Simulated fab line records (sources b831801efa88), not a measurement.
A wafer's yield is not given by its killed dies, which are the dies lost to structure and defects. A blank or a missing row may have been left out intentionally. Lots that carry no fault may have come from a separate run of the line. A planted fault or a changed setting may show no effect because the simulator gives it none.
2 desks, one fault || flow gf180mcu || each desk holds nothing but its own numbers, with what lay behind them at the end

AT THE METROLOGY DESK
What the gauges read, lot by lot, whatever tool the lot ran on: means of the sampled wafers that have a number. Marked OUT: a lot whose mean sits more than 4 standard deviations from the usual mean, which makes it out of limits; the brackets give that distance.
Columns: A = V4_OVL at GF_V4_OVL_MEAS_15, usual 2 nm; B = MIM_CVD_05_THK at GF_MIM_THK_MEAS_06, usual 42.0 nm
{"lot": "L812", "first seen here": "day 24 08:17", "A": 8, "B": 42.7}
{"lot": "L813", "first seen here": "day 24 11:50", "A": -3, "B": 41.3}
{"lot": "L816", "first seen here": "day 25 16:35", "A": -2, "B": 41.2}
{"lot": "L818", "first seen here": "day 26 14:07", "A": -4, "B": 42.2}
{"lot": "L819", "first seen here": "day 26 22:07", "A": 0, "B": "47.0 (+7.7) OUT"}
{"lot": "L821", "first seen here": "day 27 08:23", "A": 8, "B": "47.5 (+8.4) OUT"}
{"lot": "L822", "first seen here": "day 27 20:14", "A": -5, "B": 41.9}
{"lot": "L823", "first seen here": "day 28 10:55", "A": -5, "B": 41.9}
{"lot": "L824", "first seen here": "day 28 22:22", "A": 0, "B": 42.0}
{"lot": "L827", "first seen here": "day 29 13:13", "A": 1, "B": 41.4}
{"lot": "L829", "first seen here": "day 30 00:49", "A": 3, "B": 42.4}
{"lot": "L831", "first seen here": "day 30 07:16", "A": 5, "B": 41.0}
{"lot": "L834", "first seen here": "day 31 01:23", "A": 2, "B": 42.8}
{"lot": "L835", "first seen here": "day 31 06:16", "A": 5, "B": 42.8}
Per this desk, out of limits: L819, L821; the first was L819, day 27 00:04 (MIM_CVD_05_THK at GF_MIM_THK_MEAS_06). Within limits: L812, L813, L816, L818, L822, L823, L824, L827, L829, L831, L834, L835.

THE TOOL OWNER'S DESK: pecvd-04
The tool's own readings at GF_MIM_CVD_05 (deposits Si3N4, target thk 42 nm, time 29.086 s): means of the sampled wafers that have a number, for each lot that ran on this tool. Marked OUT: a lot whose mean sits more than 4 standard deviations from the usual mean, which makes it out of limits; the brackets give that distance.
Columns: A = heaterPowerW at GF_MIM_CVD_05, usual 660 W
{"lot": "L813", "first seen here": "day 24 13:29", "A": 604}
{"lot": "L818", "first seen here": "day 26 15:44", "A": 590}
{"lot": "L819", "first seen here": "day 27 00:01", "A": 634}
{"lot": "L821", "first seen here": "day 27 10:00", "A": 611}
This desk's verdict: no lot among the 4 shows anything out of limits.

BROUGHT TOGETHER
At day 27 00:04 the metrology desk could have sounded an alarm, on L819, L821.
The desk of the tool owner found nothing out of limits.
The tool owner's desk has L819, L821 on record, within its limits.
On pecvd-04, each named lot ran GF_MIM_CVD_05.

WHAT THE SIMULATOR PUT IN
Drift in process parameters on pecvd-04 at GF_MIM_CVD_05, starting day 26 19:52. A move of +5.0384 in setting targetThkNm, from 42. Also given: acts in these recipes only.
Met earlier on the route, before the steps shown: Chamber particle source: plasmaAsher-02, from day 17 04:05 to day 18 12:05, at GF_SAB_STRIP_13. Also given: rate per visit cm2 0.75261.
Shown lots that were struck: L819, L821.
Per desk, hours elapsed from the start of the fault to the first reading out of limits: for the metrology desk, 4.
